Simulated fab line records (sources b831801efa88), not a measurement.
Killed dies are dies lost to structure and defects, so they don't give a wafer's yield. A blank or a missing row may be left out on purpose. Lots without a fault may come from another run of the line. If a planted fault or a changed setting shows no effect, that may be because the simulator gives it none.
Which of the tools did it? || flow sky130 || 11 lots with 33 wafers sampled at 4 steps, on a route of 708 steps

## WHAT THE GAUGES READ, wafer by wafer
SKY_SD_P_CD_MEAS_07: target cd 380 nm. Usual: cdNm at 380.2 nm, with a standard deviation of 2.8.
{"lot": "L457", "measured": "day 25 09:55", "on": "cdSem-01", "cdNm (nm)": "380.0 381.2 377.3", "flag": ""}
{"lot": "L458", "measured": "day 25 11:36", "on": "cdSem-02", "cdNm (nm)": "381.4 384.5 385.2", "flag": ""}
{"lot": "L464", "measured": "day 28 03:28", "on": "cdSem-02", "cdNm (nm)": "380.9 381.0 381.5", "flag": ""}
{"lot": "L465", "measured": "day 28 06:15", "on": "cdSem-02", "cdNm (nm)": "381.2 377.0 382.0", "flag": ""}
{"lot": "L468", "measured": "day 29 06:38", "on": "cdSem-01", "cdNm (nm)": "376.9 381.9 380.2", "flag": ""}
{"lot": "L472", "measured": "day 31 04:47", "on": "cdSem-02", "cdNm (nm)": "380.1 381.7 382.0", "flag": ""}
{"lot": "L476", "measured": "day 31 22:44", "on": "cdSem-01", "cdNm (nm)": "382.0 380.6 378.7", "flag": ""}
{"lot": "L477", "measured": "day 32 07:10", "on": "cdSem-02", "cdNm (nm)": "376.0 379.8 378.0", "flag": ""}
{"lot": "L478", "measured": "day 32 16:10", "on": "cdSem-02", "cdNm (nm)": "382.2 380.3 381.5", "flag": ""}
{"lot": "L479", "measured": "day 33 21:16", "on": "cdSem-01", "cdNm (nm)": "384.5 381.8 380.5", "flag": ""}
{"lot": "L480", "measured": "day 33 21:35", "on": "cdSem-01", "cdNm (nm)": "381.0 379.6 377.8", "flag": ""}

SKY_SD_N_RS_MEAS_16: uses a four-point probe to measure. Usual: SD_N_RS gives 67.92 ohm/sq (standard deviation 0.12).
{"lot": "L457", "measured": "day 27 21:15", "on": "filmMetro-04", "SD_N_RS (ohm/sq)": "67.92 67.71 67.89", "flag": ""}
{"lot": "L458", "measured": "day 27 23:19", "on": "filmMetro-03", "SD_N_RS (ohm/sq)": "67.99 68.01 67.92", "flag": ""}
{"lot": "L464", "measured": "day 30 13:14", "on": "filmMetro-02", "SD_N_RS (ohm/sq)": "67.86 67.85 67.72", "flag": ""}
{"lot": "L465", "measured": "day 30 16:22", "on": "filmMetro-03", "SD_N_RS (ohm/sq)": "70.63 70.56 70.48 70.71 70.50 70.61", "flag": "OFF"}
{"lot": "L468", "measured": "day 31 16:32", "on": "filmMetro-03", "SD_N_RS (ohm/sq)": "70.83 70.68 70.66 70.74 70.59 70.78", "flag": "OFF"}
{"lot": "L472", "measured": "day 33 12:10", "on": "filmMetro-03", "SD_N_RS (ohm/sq)": "67.88 68.06 68.10", "flag": ""}
{"lot": "L476", "measured": "day 34 04:51", "on": "filmMetro-03", "SD_N_RS (ohm/sq)": "68.11 68.12 67.96", "flag": ""}
{"lot": "L477", "measured": "day 34 12:26", "on": "filmMetro-02", "SD_N_RS (ohm/sq)": "67.84 67.95 67.86", "flag": ""}
{"lot": "L478", "measured": "day 34 21:11", "on": "filmMetro-04", "SD_N_RS (ohm/sq)": "67.93 67.92 67.91", "flag": ""}
{"lot": "L479", "measured": "day 36 02:23", "on": "filmMetro-04", "SD_N_RS (ohm/sq)": "67.95 67.85 67.87", "flag": ""}
{"lot": "L480", "measured": "day 36 02:50", "on": "filmMetro-03", "SD_N_RS (ohm/sq)": "67.84 67.91 67.90", "flag": ""}

SKY_SD_N_RS_MEAS_17: uses a four-point probe to measure. Usual: SD_P_RS gives 147.0 ohm/sq (standard deviation 0.36).
{"lot": "L457", "measured": "day 27 21:22", "on": "filmMetro-04", "SD_P_RS (ohm/sq)": "147.1 146.4 146.6", "flag": ""}
{"lot": "L458", "measured": "day 27 23:26", "on": "filmMetro-03", "SD_P_RS (ohm/sq)": "147.3 147.2 146.7", "flag": ""}
{"lot": "L464", "measured": "day 30 13:21", "on": "filmMetro-02", "SD_P_RS (ohm/sq)": "146.5 146.4 146.3", "flag": ""}
{"lot": "L465", "measured": "day 30 23:12", "on": "filmMetro-03", "SD_P_RS (ohm/sq)": "162.8 161.9 162.3 162.8 162.3 162.7", "flag": "OFF"}
{"lot": "L468", "measured": "day 32 04:28", "on": "filmMetro-03", "SD_P_RS (ohm/sq)": "162.4 162.2 162.3 162.7 161.9 162.2", "flag": "OFF"}
{"lot": "L472", "measured": "day 33 12:17", "on": "filmMetro-03", "SD_P_RS (ohm/sq)": "147.1 147.2 147.5", "flag": ""}
{"lot": "L476", "measured": "day 34 04:58", "on": "filmMetro-03", "SD_P_RS (ohm/sq)": "147.0 147.5 147.1", "flag": ""}
{"lot": "L477", "measured": "day 34 12:33", "on": "filmMetro-02", "SD_P_RS (ohm/sq)": "146.5 146.6 146.5", "flag": ""}
{"lot": "L478", "measured": "day 34 21:18", "on": "filmMetro-04", "SD_P_RS (ohm/sq)": "146.9 146.6 147.0", "flag": ""}
{"lot": "L479", "measured": "day 36 02:31", "on": "filmMetro-04", "SD_P_RS (ohm/sq)": "147.3 146.9 146.9", "flag": ""}
{"lot": "L480", "measured": "day 36 02:58", "on": "filmMetro-03", "SD_P_RS (ohm/sq)": "147.2 147.1 147.0", "flag": ""}

## WHAT TOOL EACH LOT RAN ON (gives the tool, then ch and the chambers of the sampled wafers, and finally the start)
{"lot": "L457", "SKY_SD_N_RTA_14": "rtpAnneal-02 ch 0, day 27 21:05"}
{"lot": "L458", "SKY_SD_N_RTA_14": "rtpAnneal-01 ch 0, day 27 23:06"}
{"lot": "L464", "SKY_SD_N_RTA_14": "rtpAnneal-01 ch 0, day 30 13:02"}
{"lot": "L465", "SKY_SD_N_RTA_14": "rtpAnneal-02 ch 0, day 30 16:10"}
{"lot": "L468", "SKY_SD_N_RTA_14": "rtpAnneal-02 ch 0, day 31 16:22"}
{"lot": "L472", "SKY_SD_N_RTA_14": "rtpAnneal-01 ch 0, day 33 11:59"}
{"lot": "L476", "SKY_SD_N_RTA_14": "rtpAnneal-01 ch 0, day 34 04:40"}
{"lot": "L477", "SKY_SD_N_RTA_14": "rtpAnneal-02 ch 0, day 34 12:16"}
{"lot": "L478", "SKY_SD_N_RTA_14": "rtpAnneal-01 ch 0, day 34 21:00"}
{"lot": "L479", "SKY_SD_N_RTA_14": "rtpAnneal-02 ch 0, day 36 02:13"}
{"lot": "L480", "SKY_SD_N_RTA_14": "rtpAnneal-02 ch 0, day 36 02:39"}
- SKY_SD_N_RTA_14: time 2 s.

## AS READ BY THE TOOLS THEMSELVES (means over the sampled wafers that have a number; for cases with no such wafer, the mark the record gives instead)
SKY_SD_N_RTA_14. Usual: lampPowerPct 15.73 %, standard deviation 0.054; wafer_temp_C_max 1078.0, standard deviation 1.4.
{"lot": "L457", "tool": "rtpAnneal-02", "lampPowerPct (%)": 15.73, "wafer_temp_C_max": 1077.9, "flag": ""}
{"lot": "L458", "tool": "rtpAnneal-01", "lampPowerPct (%)": 15.79, "wafer_temp_C_max": 1077.6, "flag": ""}
{"lot": "L464", "tool": "rtpAnneal-01", "lampPowerPct (%)": 15.71, "wafer_temp_C_max": 1077.4, "flag": ""}
{"lot": "L465", "tool": "rtpAnneal-02", "lampPowerPct (%)": 15.72, "wafer_temp_C_max": 1077.4, "flag": ""}
{"lot": "L468", "tool": "rtpAnneal-02", "lampPowerPct (%)": 15.74, "wafer_temp_C_max": 1079.1, "flag": ""}
{"lot": "L472", "tool": "rtpAnneal-01", "lampPowerPct (%)": 15.70, "wafer_temp_C_max": 1078.8, "flag": ""}
{"lot": "L476", "tool": "rtpAnneal-01", "lampPowerPct (%)": 15.73, "wafer_temp_C_max": 1077.5, "flag": ""}
{"lot": "L477", "tool": "rtpAnneal-02", "lampPowerPct (%)": 15.72, "wafer_temp_C_max": 1078.3, "flag": ""}
{"lot": "L478", "tool": "rtpAnneal-01", "lampPowerPct (%)": 15.75, "wafer_temp_C_max": 1079.0, "flag": ""}
{"lot": "L479", "tool": "rtpAnneal-02", "lampPowerPct (%)": 15.74, "wafer_temp_C_max": 1078.2, "flag": ""}
{"lot": "L480", "tool": "rtpAnneal-02", "lampPowerPct (%)": 15.75, "wafer_temp_C_max": 1076.6, "flag": ""}

## THE ANSWER, worked out from the rows above alone
Rule: lot off if the mean of its wafers having a number is beyond 3 standard deviations from the usual mean. Also off: a lot with no number at a reading for which 4 or more lots have one. All remaining lots with rows at the step are treated as sound. First the gauges in route order, then the tools' own readings, where a lot's mean is used as printed above. The first step at which some lot is off is used, and at that step the reading that is off furthest; a lot without a number counts as furthest.
Off: at SKY_SD_N_RS_MEAS_16 (SD_N_RS), L465, L468.
If a tool, at a process step before that reading, ran all the lots that are off and no sound lot after the first of them, it fits. Those tools and the gauges at SKY_SD_N_RS_MEAS_16 are tried in the same way. No candidate that was tried fits.

## WHAT THE SIMULATOR PUT IN
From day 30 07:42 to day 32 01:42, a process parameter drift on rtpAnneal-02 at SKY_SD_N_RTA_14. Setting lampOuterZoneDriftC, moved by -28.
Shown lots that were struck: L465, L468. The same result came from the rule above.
